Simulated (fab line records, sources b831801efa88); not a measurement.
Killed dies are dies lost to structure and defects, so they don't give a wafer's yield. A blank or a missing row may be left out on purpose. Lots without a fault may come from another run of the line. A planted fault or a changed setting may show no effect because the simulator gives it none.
A struck lot beside a sound one | flow sky130 | 42 steps out of a route of 708
Sound: wafers L832.1, L832.3, L832.6. Struck: wafers L844.1, L844.5, L844.6. The cause comes at the end.
At each step with rows: each side's tool, then ch and its chambers, then its first start. Under that, the readings that differ: sound wafers | struck wafers | difference of the means | sigmas: that difference in standard deviations of wafers without a fault.
alike: readings whose means differ by less than 2 such deviations, and words and numbers that are the same on both sides. not compared: withheld readings, readings that some wafer has no value for, bounds like >300 that may hide the same value, and numbers for which the record gives no deviation and whose values overlap.
The two part at a step that has a row with sigmas, a row that says differs or no value, or rows on one side only. Numbers that don't overlap but have no deviation are shown without sigmas and don't part them. A reading that every wafer of one side lacks parts them only if that side has two wafers or more.

first, 2 steps without rows for these wafers: SKY_NWELL_IMPLANT_12; SKY_NWELL_IMPLANT_13.
SKY_NWELL_STRIP_14: strips in O2/N2.
  sound on plasma_asher-01 ch 0,1, day 5 07:20; struck on plasma_asher-01 ch 0,1, day 8 04:17
  alike: drypump_motor_current_A, oes_product_au, strip_time_to_endpoint_s
  not compared: rf_hours_counter_h
SKY_NWELL_TW_MEAS_15:
  sound on film_metro-01, day 5 07:26; struck on film_metro-01, day 8 04:23
  alike: NWELL_TW
then, 7 steps without rows for these wafers: SKY_NWELL_DEHYDRATE_16 (time 60 s); SKY_NWELL_HMDS_17 (prime time 60 s); SKY_NWELL_COAT_18 (resist thk 3000 nm); SKY_NWELL_SOFTBAKE_19; SKY_NWELL_EXPOSE_20 (exposes mask NWM COMPLEMENT, target cd 840 nm); SKY_NWELL_PEB_21; SKY_NWELL_DEVELOP_22 (develop time 60 s).
SKY_NWELL_OVL_MEAS_23:
  sound on overlay-02, day 6 00:43; struck on overlay-02, day 9 01:37
  alike: NWELL_01_OVL
SKY_NWELL_IMPLANT_24:
  sound on implanter-03 ch 0, day 6 00:45; struck on implanter-02 ch 0, day 9 01:39
  alike: beam_on_s, end_station_pressure_torr
SKY_NWELL_STRIP_25: strips in O2/N2.
  sound on plasma_asher-03 ch 0,1, day 6 00:54; struck on plasma_asher-01 ch 0,1, day 9 01:48
  reading                     | sound          | struck         | difference | sigmas
  drypump_motor_current_A (A) | 5.81 5.81 5.41 | 5.10 5.10 5.15 | -0.56      | -2
  alike: oes_product_au, strip_time_to_endpoint_s
  not compared: rf_hours_counter_h
SKY_NWELL_TW_MEAS_26:
  sound on film_metro-01, day 6 01:00; struck on film_metro-04, day 9 01:54
  alike: NWELL_2_TW
then, 1 step without rows for these wafers: SKY_NWELL_CLEAN_27 (cleans in SC1/SC2, time 155.1 s).
SKY_NWELL_RTA_28: time 30 s.
  sound on rtp_anneal-02 ch 0, day 6 01:07; struck on rtp_anneal-02 ch 0, day 9 02:01
  reading          | sound                | struck               | difference | sigmas
  wafer_temp_C_max | 1055.5 1058.1 1056.1 | 1054.4 1054.3 1054.8 | -2.1       | -2
  alike: lamp_power_pct
SKY_NWELL_RS_MEAS_29: measures by four-point-probe.
  sound on film_metro-03, day 6 01:13; struck on film_metro-01, day 9 02:07
  alike: NWELL_RS
SKY_NWELL_RS_MEAS_31: measures by four-point-probe.
  sound on film_metro-03, day 6 01:27; struck on film_metro-01, day 9 02:21
  alike: PWDE_RS
then, 7 steps without rows for these wafers: SKY_VT_ADJUST_HVTP_DEHYDRATE_00 (time 60 s); SKY_VT_ADJUST_HVTP_HMDS_01 (prime time 60 s); SKY_VT_ADJUST_HVTP_COAT_02 (resist thk 1140 nm); SKY_VT_ADJUST_HVTP_SOFTBAKE_03 (time 60 s); SKY_VT_ADJUST_HVTP_EXPOSE_04 (exposes mask HVTPM, target cd 380 nm); SKY_VT_ADJUST_HVTP_PEB_05; SKY_VT_ADJUST_HVTP_DEVELOP_06 (develop time 60 s).
SKY_VT_ADJUST_HVTP_CD_MEAS_07: target cd 380 nm.
  sound on cd_sem-01, day 6 20:09; struck on cd_sem-02, day 9 23:58
  alike: cd_nm
SKY_VT_ADJUST_HVTP_OVL_MEAS_08:
  sound on overlay-01, day 6 20:16; struck on overlay-02, day 10 00:05
  alike: VT_ADJUST_HVTP_OVL
then, 1 step without rows for these wafers: SKY_VT_ADJUST_HVTP_IMPLANT_09.
SKY_VT_ADJUST_HVTP_STRIP_10: strips in O2/N2.
  sound on plasma_asher-04 ch 0,1, day 6 20:28; struck on plasma_asher-02 ch 0,1, day 10 00:16
  alike: drypump_motor_current_A, oes_product_au, strip_time_to_endpoint_s
  not compared: rf_hours_counter_h
SKY_VT_ADJUST_HVTP_TW_MEAS_11:
  sound on film_metro-01, day 6 20:34; struck on film_metro-01, day 10 00:22
  reading           | sound          | struck         | difference | sigmas
  VT_ADJUST_HVTP_TW | 1381 1381 1384 | 1351 1351 1352 | -31        | -2
then, 7 steps without rows for these wafers: SKY_VT_ADJUST_LVTN_DEHYDRATE_00 (time 60 s); SKY_VT_ADJUST_LVTN_HMDS_01 (prime time 60 s); SKY_VT_ADJUST_LVTN_COAT_02 (resist thk 3000 nm); SKY_VT_ADJUST_LVTN_SOFTBAKE_03; SKY_VT_ADJUST_LVTN_EXPOSE_04 (exposes mask NWM COMPLEMENT LESS NATIVE, target cd 840 nm); SKY_VT_ADJUST_LVTN_PEB_05; SKY_VT_ADJUST_LVTN_DEVELOP_06 (develop time 60 s).
SKY_VT_ADJUST_LVTN_OVL_MEAS_07:
  sound on overlay-01, day 7 15:52; struck on overlay-01, day 10 23:39
  alike: VT_ADJUST_LVTN_OVL
then, 1 step without rows for these wafers: SKY_VT_ADJUST_LVTN_IMPLANT_08.
SKY_VT_ADJUST_LVTN_STRIP_09: strips in O2/N2.
  sound on plasma_asher-02 ch 1, day 7 16:03; struck on plasma_asher-03 ch 0,1, day 10 23:50
  reading                     | sound          | struck         | difference | sigmas
  drypump_motor_current_A (A) | 6.14 6.15 6.16 | 5.79 5.42 5.80 | -0.48      | -2
  alike: oes_product_au, strip_time_to_endpoint_s
  not compared: rf_hours_counter_h
-- the record jumps here: 39 days lie between the struck wafers' starts before and after (it left off in module VT_ADJUST_LVTN and takes up again in module PAD_OPEN, whose first step shown is number 708 of the route) --
SKY_PAD_OPEN_PROBE_99:
  sound on prober-02, day 46 22:32; struck on prober-01, day 49 17:32
  reading                                                    | sound               | struck               | difference | sigmas
  model.etest.res_pwell_under_gate.rs_ohm_sq                 | 2312 2324 2312      | 2418 2406 2404       | +93        |
  model.etest.res_pwell_under_gate.rs_ohm_sq_range           | 36.3 39.63 64.2     | 143.4 169.4 142.9    | +105.2     |
  model.etest.res_pwell_under_gate.rs_ohm_sq_rim_less_centre | -10.42 -2.35 -31.79 | -70.65 -46.57 -47.85 | -40.17     |
  model.etest.field_n.vt_v (V)                               | 35.89 35.91 35.9    | 34.61 34.7 34.13     | -1.42      |
  alike: killed_at_M0_to_M3, killed_at_M4_up, killed_at_contacts, killed_at_front_end, killed_at_other, killed_dies, killed_open, killed_short
  not compared: model.etest.pfet_16v.r_on_ohm_um, model.etest.pfet_16v.drive_ua_um

WHERE THEY PART
First at SKY_NWELL_STRIP_25; last, within this record, at SKY_VT_ADJUST_LVTN_STRIP_09. Later steps at which nothing parts them and some readings are alike: SKY_PAD_OPEN_PROBE_99.

WHY: what the simulator had put in
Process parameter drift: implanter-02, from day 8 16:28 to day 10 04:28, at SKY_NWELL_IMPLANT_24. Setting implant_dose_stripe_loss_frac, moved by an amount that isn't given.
